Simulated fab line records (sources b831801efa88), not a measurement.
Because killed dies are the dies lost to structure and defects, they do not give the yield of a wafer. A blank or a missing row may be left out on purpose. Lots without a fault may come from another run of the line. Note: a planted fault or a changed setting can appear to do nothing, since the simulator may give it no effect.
Chamber matching / flow gf180mcu / cmp-01 running GF_V5_CMP_04: 4 sister chambers
The step polishes SiO2. 8 wafers are shown with their chamber, then 11 later ones without.

## EACH WAFER AND ITS CHAMBER
wafer=L084.1; chamber=1; motorCurrentA (A)=12.3; edgeZonePressureFrac=0.995
wafer=L084.6; chamber=3; motorCurrentA (A)=12.4; edgeZonePressureFrac=0.994
wafer=L085.2; chamber=1; motorCurrentA (A)=12.5; edgeZonePressureFrac=0.996
wafer=L085.6; chamber=0; motorCurrentA (A)=11.2; edgeZonePressureFrac=1.000
wafer=L086.3; chamber=2; motorCurrentA (A)=10.6; edgeZonePressureFrac=0.997
wafer=L086.5; chamber=2; motorCurrentA (A)=10.4; edgeZonePressureFrac=1.005
wafer=L086.6; chamber=3; motorCurrentA (A)=12.6; edgeZonePressureFrac=0.997
wafer=L087.1; chamber=0; motorCurrentA (A)=10.6; edgeZonePressureFrac=0.984

## WAFERS WITH NO CHAMBER GIVEN
wafer=L087.3; motorCurrentA (A)=10.4; edgeZonePressureFrac=0.983
wafer=L087.6; motorCurrentA (A)=12.8; edgeZonePressureFrac=1.002
wafer=L088.1; motorCurrentA (A)=10.7; edgeZonePressureFrac=0.995
wafer=L088.2; motorCurrentA (A)=13.0; edgeZonePressureFrac=1.005
wafer=L088.6; motorCurrentA (A)=12.3; edgeZonePressureFrac=1.004
wafer=L094.1; motorCurrentA (A)=10.4; edgeZonePressureFrac=1.004
wafer=L094.2; motorCurrentA (A)=12.9; edgeZonePressureFrac=0.999
wafer=L094.6; motorCurrentA (A)=12.6; edgeZonePressureFrac=0.994
wafer=L097.1; motorCurrentA (A)=10.0; edgeZonePressureFrac=1.009
wafer=L097.2; motorCurrentA (A)=13.1; edgeZonePressureFrac=0.994
wafer=L097.5; motorCurrentA (A)=12.0; edgeZonePressureFrac=1.003

## THE CHAMBER EACH PASSED THROUGH
wafer=L087.3; from the rows above=can't be placed: 0 or 2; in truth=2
wafer=L087.6; from the rows above=can't be placed: 3 or 1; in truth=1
wafer=L088.1; from the rows above=can't be placed: 0 or 2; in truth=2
wafer=L088.2; from the rows above=can't be placed: 3 or 1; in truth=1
wafer=L088.6; from the rows above=can't be placed: 1 or 3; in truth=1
wafer=L094.1; from the rows above=2; in truth=2
wafer=L094.2; from the rows above=can't be placed: 3 or 1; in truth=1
wafer=L094.6; from the rows above=can't be placed: 3 or 1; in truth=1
wafer=L097.1; from the rows above=2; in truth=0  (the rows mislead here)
wafer=L097.2; from the rows above=can't be placed: 3 or 1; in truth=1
wafer=L097.5; from the rows above=can't be placed: 1 or 3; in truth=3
Correctly placed: 1 of 11. From these rows, 9 cannot be placed; in 9 the true chamber is one of the candidates. Number placed wrongly: 1.
How it was worked out, from the rows above alone: a wafer's distance from a chamber is the root of the sum, over the readings, of the square of ((its reading less the chamber's mean) divided by the reading's scatter). The wafer belongs to the nearest chamber; if the next one is less than 2 further off, it can't be placed. A chamber's mean is the mean of its shown wafers. The scatter: take each reading less its chamber's mean, square it, sum over the shown wafers, divide by the number of wafers less the number of chambers, and take the root.
